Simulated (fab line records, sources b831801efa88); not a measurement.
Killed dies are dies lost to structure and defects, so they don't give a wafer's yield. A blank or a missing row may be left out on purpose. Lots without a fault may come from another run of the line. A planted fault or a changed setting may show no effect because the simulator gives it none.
Which tool did it? | flow sky130 | 13 lots, 39 wafers sampled, at 5 steps of a route of 708

WHAT THE GAUGES READ, wafer by wafer
SKY_FIELD_ISO_THK_MEAS_02. Usual: FIELD_ISO_OXIDATION_00_THK 11.99 nm, standard deviation 0.23.
lot  | measured    | on            | FIELD_ISO_OXIDATION_00_THK (nm) | flag
L897 | day 1 12:15 | film_metro-02 | 11.73 11.77 12.01               |
L898 | day 1 16:40 | film_metro-03 | 12.00 12.02 11.96               |
L901 | day 2 07:38 | film_metro-04 | 12.39 12.47 12.36               |
L904 | day 2 22:38 | film_metro-03 | 12.19 12.32 12.21               |
L905 | day 3 03:57 | film_metro-02 | 11.92 12.01 12.16               |
L908 | day 3 21:39 | film_metro-04 | 12.33 12.07 12.15               |
L909 | day 3 23:38 | film_metro-02 | 12.26 12.05 11.95               |
L913 | day 4 19:38 | film_metro-04 | 11.93 11.80 11.85               |
L914 | day 5 00:38 | film_metro-02 | 11.92 12.00 12.00               |
L915 | day 5 05:38 | film_metro-03 | 12.37 12.26 12.26               |
L917 | day 5 16:33 | film_metro-03 | 12.06 12.08 11.94               |
L918 | day 5 21:00 | film_metro-02 | 12.17 12.08 12.19               |
L919 | day 6 02:58 | film_metro-04 | 12.19 12.01 12.12               |

SKY_NWELL_THK_MEAS_02. Usual: NWELL_OXIDATION_THK 10.01 nm, standard deviation 0.17.
lot  | measured    | on            | NWELL_OXIDATION_THK (nm) | flag
L897 | day 2 11:05 | film_metro-01 | 10.05 10.20 10.09        |
L898 | day 2 15:21 | film_metro-03 | 10.01 10.12 9.88         |
L901 | day 3 06:46 | film_metro-01 | 10.00 10.08 9.87         |
L904 | day 4 00:33 | film_metro-01 | 9.95 10.09 10.09         |
L905 | day 4 08:55 | film_metro-04 | 10.03 9.91 9.99          |
L908 | day 4 22:04 | film_metro-03 | 10.11 10.22 10.31        |
L909 | day 5 02:02 | film_metro-03 | 10.37 10.39 10.35        |
L913 | day 5 22:23 | film_metro-04 | 9.96 9.93 9.87           |
L914 | day 6 04:22 | film_metro-01 | 9.81 9.72 9.86           |
L915 | day 6 08:13 | film_metro-01 | 10.09 10.00 10.09        |
L917 | day 7 21:36 | film_metro-04 | 9.98 10.01 10.15         |
L918 | day 7 21:43 | film_metro-01 | 9.98 9.72 9.96           |
L919 | day 7 21:43 | film_metro-04 | 10.23 9.90 10.08         |

SKY_NWELL_OVL_MEAS_10. Usual: NWELL_00_OVL 0.6 nm, standard deviation 1.4.
lot  | measured     | on         | NWELL_00_OVL (nm) | flag
L897 | day 4 11:14  | overlay-02 | -2.1 0.7 -1.3     |
L898 | day 4 15:11  | overlay-02 | 0.8 0.5 -0.4      |
L901 | day 5 09:07  | overlay-02 | -1.0 -0.3 -1.6    |
L904 | day 6 04:13  | overlay-01 | 1.1 1.4 0.5       |
L905 | day 6 12:32  | overlay-01 | 143.3 141.6 142.4 | OFF
L908 | day 7 02:17  | overlay-01 | 143.5 142.6 142.2 | OFF
L909 | day 7 05:01  | overlay-02 | 140.0 140.7 141.8 | OFF
L913 | day 8 04:28  | overlay-01 | 1.2 0.0 1.3       |
L914 | day 8 12:41  | overlay-02 | -0.3 0.2 -0.3     |
L915 | day 8 18:15  | overlay-01 | 1.9 0.4 3.3       |
L917 | day 10 13:11 | overlay-01 | -0.7 1.2 1.6      |
L918 | day 10 15:02 | overlay-01 | 3.6 2.9 1.3       |
L919 | day 10 14:41 | overlay-01 | 2.1 2.0 1.8       |

SKY_NWELL_TW_MEAS_15. Usual: NWELL_TW 1808, standard deviation 26.
lot  | measured     | on            | NWELL_TW       | flag
L897 | day 4 11:49  | film_metro-04 | 1835 1830 1834 |
L898 | day 4 15:47  | film_metro-03 | 1792 1795 1794 |
L901 | day 5 09:42  | film_metro-04 | 1824 1830 1847 |
L904 | day 6 04:49  | film_metro-01 | 1775 1769 1763 |
L905 | day 6 13:08  | film_metro-01 | 1784 1776 1795 |
L908 | day 7 02:52  | film_metro-04 | 1840 1834 1841 |
L909 | day 7 05:37  | film_metro-04 | 1830 1837 1831 |
L913 | day 8 05:03  | film_metro-04 | 1841 1834 1832 |
L914 | day 8 13:17  | film_metro-04 | 1842 1839 1827 |
L915 | day 8 18:50  | film_metro-04 | 1832 1836 1831 |
L917 | day 10 13:47 | film_metro-01 | 1765 1769 1772 |
L918 | day 10 15:37 | film_metro-04 | 1818 1828 1819 |
L919 | day 10 15:16 | film_metro-03 | 1824 1805 1816 |

WHICH TOOL RAN EACH LOT (tool, then ch and the chambers of the sampled wafers, then the start)
lot  | SKY_NWELL_EXPOSE_07
L897 | iline_stepper-01 ch 0, day 4 03:23
L898 | iline_stepper-01 ch 0, day 4 06:36
L901 | iline_stepper-01 ch 0, day 5 00:20
L904 | iline_stepper-01 ch 0, day 5 19:50
L905 | iline_stepper-01 ch 0, day 6 04:59
L908 | iline_stepper-01 ch 0, day 6 16:45
L909 | iline_stepper-01 ch 0, day 6 19:23
L913 | iline_stepper-02 ch 0, day 7 19:26
L914 | iline_stepper-02 ch 0, day 8 02:22
L915 | iline_stepper-02 ch 0, day 8 07:44
L917 | iline_stepper-02 ch 0, day 10 02:05
L918 | iline_stepper-02 ch 0, day 10 04:01
L919 | iline_stepper-02 ch 0, day 10 03:25
- SKY_NWELL_EXPOSE_07: exposes mask NWM, target cd 840 nm.

WHAT THE TOOLS THEMSELVES READ (means of the sampled wafers that have a number; where no wafer has one, the mark that the record gives instead)
SKY_NWELL_EXPOSE_07. Usual: stage_vel_mm_s 499.99 mm/s, standard deviation 0.23.
lot  | tool             | stage_vel_mm_s (mm/s) | flag
L897 | iline_stepper-01 | 500.04                |
L898 | iline_stepper-01 | 499.92                |
L901 | iline_stepper-01 | 500.03                |
L904 | iline_stepper-01 | 500.21                |
L905 | iline_stepper-01 | 500.03                |
L908 | iline_stepper-01 | 499.99                |
L909 | iline_stepper-01 | 500.09                |
L913 | iline_stepper-02 | 500.03                |
L914 | iline_stepper-02 | 500.04                |
L915 | iline_stepper-02 | 499.95                |
L917 | iline_stepper-02 | 500.38                |
L918 | iline_stepper-02 | 500.16                |
L919 | iline_stepper-02 | 499.78                |

THE ANSWER, worked out from the rows above alone
Rule: a lot is off if the mean of its wafers that have a number lies more than 3 standard deviations from the usual mean. A lot without any number at a reading at which 4 lots or more have one is off too. The other lots that the step has rows for count as sound. The gauges are gone through in route order, then the tools' own readings, and for those a lot's mean is taken as printed above. The first step at which some lot is off is used, and at that step the reading that is off furthest; a lot without a number counts as furthest.
Off: L905, L908, L909, at SKY_NWELL_OVL_MEAS_10 (NWELL_00_OVL).
A tool fits if, at a process step before that reading, it ran every lot that is off, and no sound lot after the first of them. The gauges at SKY_NWELL_OVL_MEAS_10 are tried like those tools. One fits: iline_stepper-01 at SKY_NWELL_EXPOSE_07. Its last sound lot is L904 (day 5 19:50), its first lot that is off L905 (day 6 04:59): a fault that began between those two fits.

WHAT THE SIMULATOR HAD PUT IN
Scanner matching overlay: iline_stepper-01, from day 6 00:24 on, at SKY_NWELL_EXPOSE_07. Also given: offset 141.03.
Lots struck among those shown: L905, L908, L909. The rule above found the same.
